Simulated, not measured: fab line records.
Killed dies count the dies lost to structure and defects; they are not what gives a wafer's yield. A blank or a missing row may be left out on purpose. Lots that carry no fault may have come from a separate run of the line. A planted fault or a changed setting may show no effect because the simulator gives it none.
Matching of chambers    flow gf180mcu    GF_V4_CMP_26 on cmp-02: 4 sister chambers
The step polishes, stops on SiO2, t overpolish 15 s, target thk 0 nm. 8 wafers are shown with their chamber, then 12 later ones without.

WAFERS PAIRED WITH THEIR CHAMBERS
wafer   chamber  motor-current-A (A)  platen-rpm (rpm)
L085.1  2        13.0                 59.98
L085.5  1        11.1                 60.01
L089.2  1        10.9                 60.03
L091.5  3        10.9                 59.93
L091.6  0        11.0                 59.97
L092.1  2        12.8                 59.99
L092.3  0        10.8                 59.98
L092.4  3        11.2                 59.99

WAFERS WITHOUT THEIR CHAMBER
wafer   motor-current-A (A)  platen-rpm (rpm)
L093.2  11.0                 59.98
L093.3  13.0                 59.99
L093.4  11.1                 60.00
L094.1  11.1                 59.98
L094.2  11.4                 59.95
L094.5  11.8                 60.04
L095.2  10.7                 60.07
L095.3  12.6                 60.01
L095.6  11.4                 59.98
L096.1  10.7                 59.99
L096.4  10.9                 59.99
L096.6  13.1                 60.01

CHAMBER TAKEN BY EACH
wafer   from the rows above           in truth
L093.2  can't be placed: 0 or 3 or 1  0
L093.3  2                             2
L093.4  can't be placed: 1 or 0 or 3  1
L094.1  can't be placed: 3 or 0 or 1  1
L094.2  can't be placed: 3 or 0 or 1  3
L094.5  can't be placed: 1 or 3 or 0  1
L095.2  can't be placed: 1 or 0       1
L095.3  2                             2
L095.6  can't be placed: 3 or 1 or 0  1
L096.1  can't be placed: 0 or 1 or 3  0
L096.4  can't be placed: 0 or 1 or 3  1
L096.6  2                             2
3 of 12 placed correctly. These rows do not allow placing 9 (true chamber among the candidates in 9). Placed wrongly: 0.
How it was worked out, from the rows above alone: a wafer's distance from a chamber is the root of the sum, over the readings, of the square of ((its reading less the chamber's mean) divided by the reading's scatter). If the next closest chamber is less than 2 further off than the closest, the wafer can't be placed; otherwise it belongs to the closest. A chamber's mean is the mean of its shown wafers. The scatter: the root of (the sum of the squares of (reading less its chamber's mean) over the shown wafers, divided by (wafers less chambers)).
